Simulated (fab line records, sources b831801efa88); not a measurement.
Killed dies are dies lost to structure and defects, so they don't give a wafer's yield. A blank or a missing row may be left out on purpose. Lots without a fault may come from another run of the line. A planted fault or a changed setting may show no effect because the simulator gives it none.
Which tool did it? | flow sfq_line | 15 lots, 45 wafers sampled, at 5 steps of a route of 325

WHAT THE GAUGES READ, wafer by wafer
SFQ_M0_RS_MEAS_904: measures by four-point-probe.
lot  | measured     | on            | M0_NB_RS (ohm/sq)
L808 | day 7 13:29  | film_metro-04 | 0.881 0.889 0.874
L809 | day 7 22:53  | film_metro-03 | 0.888 0.891 0.894
L811 | day 8 20:25  | film_metro-03 | 0.873 0.879 0.877
L817 | day 10 21:32 | film_metro-01 | 0.527 0.870 0.524
L818 | day 11 02:17 | film_metro-01 | 0.886 0.875 0.534
L819 | day 11 08:21 | film_metro-01 | 0.532 0.901 0.528
L820 | day 11 14:32 | film_metro-04 | 0.885 0.885 0.879
L823 | day 12 09:37 | film_metro-01 | 0.877 0.888 0.881
L824 | day 12 17:10 | film_metro-03 | 0.872 0.863 0.878
L825 | day 13 01:01 | film_metro-01 | 0.902 0.881 0.875
L827 | day 13 20:13 | film_metro-01 | 0.875 0.883 0.876
L828 | day 13 23:37 | film_metro-01 | 0.887 0.873 0.878
L829 | day 14 06:49 | film_metro-03 | 0.877 0.886 0.883
L830 | day 14 22:55 | film_metro-04 | 0.885 0.880 0.880
L831 | day 15 03:07 | film_metro-04 | 0.900 0.894 0.891

SFQ_C5_OVL_MEAS_937.
lot  | measured     | on         | C5_OVL (nm)
L808 | day 70 16:50 | overlay-01 | 1 4 3
L809 | day 71 00:02 | overlay-01 | 3 2 6
L811 | day 71 04:32 | overlay-01 | 1 3 -2
L817 | day 71 19:49 | overlay-02 | 1 -3 2
L818 | day 71 20:59 | overlay-02 | 3 6 -6
L819 | day 71 23:14 | overlay-01 | 3 9 6
L820 | day 72 02:14 | overlay-02 | -2 0 -2
L823 | day 72 11:49 | overlay-02 | 3 5 1
L824 | day 72 15:25 | overlay-02 | 5 4 3
L825 | day 72 19:01 | overlay-02 | 9 2 7
L827 | day 79 09:29 | overlay-01 | -4 -2 -15
L828 | day 80 08:16 | overlay-02 | -4 -2 -10
L829 | day 80 19:04 | overlay-01 | -6 -2 4
L830 | day 80 20:16 | overlay-01 | -2 -11 -7
L831 | day 81 19:10 | overlay-01 | -2 -7 -7

WHICH TOOL RAN EACH LOT (tool, then ch and the chambers of the sampled wafers, then the start)
lot  | SFQ_TRILAYER_M0_DEP_SPUTTER_019 | SFQ_TRILAYER_M0_ETCH_METAL_ETCH_024 | SFQ_TRILAYER_JJ_CE_STRIP_STRIP_120
L808 | pvd_sputter-04, day 7 13:23     | rie_metal-01 ch 0,1, day 12 00:11   | rie_metal-03 ch 0,1, day 55 05:16
L809 | pvd_sputter-04, day 7 22:47     | rie_metal-04 ch 0,1, day 12 09:54   | rie_metal-01 ch 0,1, day 55 08:52
L811 | pvd_sputter-06, day 8 20:17     | rie_metal-04 ch 0,1, day 13 13:07   | rie_metal-01 ch 0,1, day 55 11:38
L817 | pvd_sputter-06, day 10 21:24    | rie_metal-04 ch 0,1, day 15 14:14   | rie_metal-01 ch 0,1, day 60 18:44
L818 | pvd_sputter-06, day 11 02:12    | rie_metal-02 ch 0,1, day 15 19:42   | rie_metal-01 ch 0,1, day 60 19:46
L819 | pvd_sputter-06, day 11 08:13    | rie_metal-02 ch 0,1, day 16 03:59   | rie_metal-01 ch 0,1, day 60 23:32
L820 | pvd_sputter-04, day 11 14:23    | rie_metal-01 ch 0,1, day 16 12:23   | rie_metal-04 ch 0,1, day 61 03:10
L823 | pvd_sputter-05, day 12 09:32    | rie_metal-02 ch 0, day 17 11:30     | rie_metal-01 ch 1, day 61 12:34
L824 | pvd_sputter-04, day 12 17:03    | rie_metal-01 ch 0,1, day 17 17:36   | rie_metal-01 ch 1, day 61 18:55
L825 | pvd_sputter-05, day 13 00:56    | rie_metal-04 ch 0,1, day 18 02:00   | rie_metal-04 ch 0,1, day 61 19:54
L827 | pvd_sputter-05, day 13 20:05    | rie_metal-02 ch 0,1, day 19 04:03   | rie_metal-03 ch 0,1, day 64 16:25
L828 | pvd_sputter-06, day 13 23:31    | rie_metal-02 ch 0,1, day 19 07:37   | rie_metal-01 ch 0,1, day 65 06:04
L829 | pvd_sputter-06, day 14 06:42    | rie_metal-01 ch 0,1, day 19 18:32   | rie_metal-03 ch 0,1, day 65 18:41
L830 | pvd_sputter-06, day 14 22:49    | rie_metal-01 ch 0,1, day 20 14:48   | rie_metal-01 ch 0,1, day 65 22:03
L831 | pvd_sputter-04, day 15 03:01    | rie_metal-02 ch 0,1, day 20 22:00   | rie_metal-04 ch 0,1, day 75 01:23
- SFQ_TRILAYER_M0_DEP_SPUTTER_019: material Nb, target thk 200 nm, time 133.3 s.
- SFQ_TRILAYER_M0_ETCH_METAL_ETCH_024: etches Nb in Cl2/Ar, stops on SiO2, target depth 240 nm, time 120 s.
- SFQ_TRILAYER_JJ_CE_STRIP_STRIP_120: strips in O2.

WHAT THE TOOLS THEMSELVES READ (means of the sampled wafers that have a number; where no wafer has one, the mark that the record gives instead)
SFQ_TRILAYER_M0_DEP_SPUTTER_019.
lot  | tool           | throttle_valve_pct (%)
L808 | pvd_sputter-04 | 29.4
L809 | pvd_sputter-04 | 29.0
L811 | pvd_sputter-06 | 30.6
L817 | pvd_sputter-06 | 30.6
L818 | pvd_sputter-06 | 30.7
L819 | pvd_sputter-06 | 30.7
L820 | pvd_sputter-04 | 29.1
L823 | pvd_sputter-05 | 29.2
L824 | pvd_sputter-04 | 30.3
L825 | pvd_sputter-05 | 29.2
L827 | pvd_sputter-05 | 29.8
L828 | pvd_sputter-06 | 30.7
L829 | pvd_sputter-06 | 30.9
L830 | pvd_sputter-06 | 30.8
L831 | pvd_sputter-04 | 29.1

SFQ_TRILAYER_M0_ETCH_METAL_ETCH_024.
lot  | tool         | drypump_motor_current_A (A) | oes_product_au (a.u.)
L808 | rie_metal-01 | 5.60                        | 0.896
L809 | rie_metal-04 | 5.83                        | 0.886
L811 | rie_metal-04 | 5.85                        | 0.902
L817 | rie_metal-04 | 5.83                        | 0.973
L818 | rie_metal-02 | 5.47                        | 0.937
L819 | rie_metal-02 | 5.60                        | 0.976
L820 | rie_metal-01 | 5.60                        | 0.902
L823 | rie_metal-02 | 5.67                        | 0.902
L824 | rie_metal-01 | 5.60                        | 0.906
L825 | rie_metal-04 | 5.88                        | 0.898
L827 | rie_metal-02 | 5.59                        | 0.899
L828 | rie_metal-02 | 5.61                        | 0.898
L829 | rie_metal-01 | 5.59                        | 0.902
L830 | rie_metal-01 | 5.58                        | 0.904
L831 | rie_metal-02 | 5.50                        | 0.892

SFQ_TRILAYER_JJ_CE_STRIP_STRIP_120.
lot  | tool         | drypump_motor_current_A (A) | oes_product_au (a.u.)
L808 | rie_metal-03 | 6.1                         | 1.002
L809 | rie_metal-01 | 5.6                         | 1.005
L811 | rie_metal-01 | 5.6                         | 1.002
L817 | rie_metal-01 | 5.6                         | 0.998
L818 | rie_metal-01 | 5.6                         | 1.000
L819 | rie_metal-01 | 5.6                         | 0.999
L820 | rie_metal-04 | 5.8                         | 0.996
L823 | rie_metal-01 | 5.6                         | 1.001
L824 | rie_metal-01 | 5.6                         | 0.999
L825 | rie_metal-04 | 5.9                         | 0.998
L827 | rie_metal-03 | 6.3                         | 0.999
L828 | rie_metal-01 | 5.6                         | 0.998
L829 | rie_metal-03 | 6.1                         | 0.996
L830 | rie_metal-01 | 5.6                         | 1.002
L831 | rie_metal-04 | 5.9                         | 1.000

THE ANSWER, worked out from the rows above alone
Rule: what is usual is taken from the lots themselves. Put in order of their means at a reading, lots are off if they are a third of the lots or fewer, leave a main group of 4 or more, and stand apart from it by a gap of 3 or more times the standard deviation of the main group's means; of several such gaps the widest counts. A main group whose means are all the same, to the digits that the tables above print for the reading, isn't used. A lot without any number at a reading at which 4 lots or more have one is off too. The other lots that the step has rows for count as sound. The gauges are gone through in route order, then the tools' own readings, and for those a lot's mean is taken as printed above. The first step at which some lot is off is used, and at that step the reading that is off furthest; a lot without a number counts as furthest.
Off: L817, L818, L819, at SFQ_M0_RS_MEAS_904 (M0_NB_RS). The main group: mean 0.882 ohm/sq, standard deviation 0.0061.
A tool fits if, at a process step before that reading, it ran every lot that is off, and no sound lot after the first of them. The gauges at SFQ_M0_RS_MEAS_904 aren't tried: what is off there is off at SFQ_TRILAYER_M0_ETCH_METAL_ETCH_024 too, on other tools, and a gauge's error can't cause that. None of those tried fits.

WHAT THE SIMULATOR HAD PUT IN
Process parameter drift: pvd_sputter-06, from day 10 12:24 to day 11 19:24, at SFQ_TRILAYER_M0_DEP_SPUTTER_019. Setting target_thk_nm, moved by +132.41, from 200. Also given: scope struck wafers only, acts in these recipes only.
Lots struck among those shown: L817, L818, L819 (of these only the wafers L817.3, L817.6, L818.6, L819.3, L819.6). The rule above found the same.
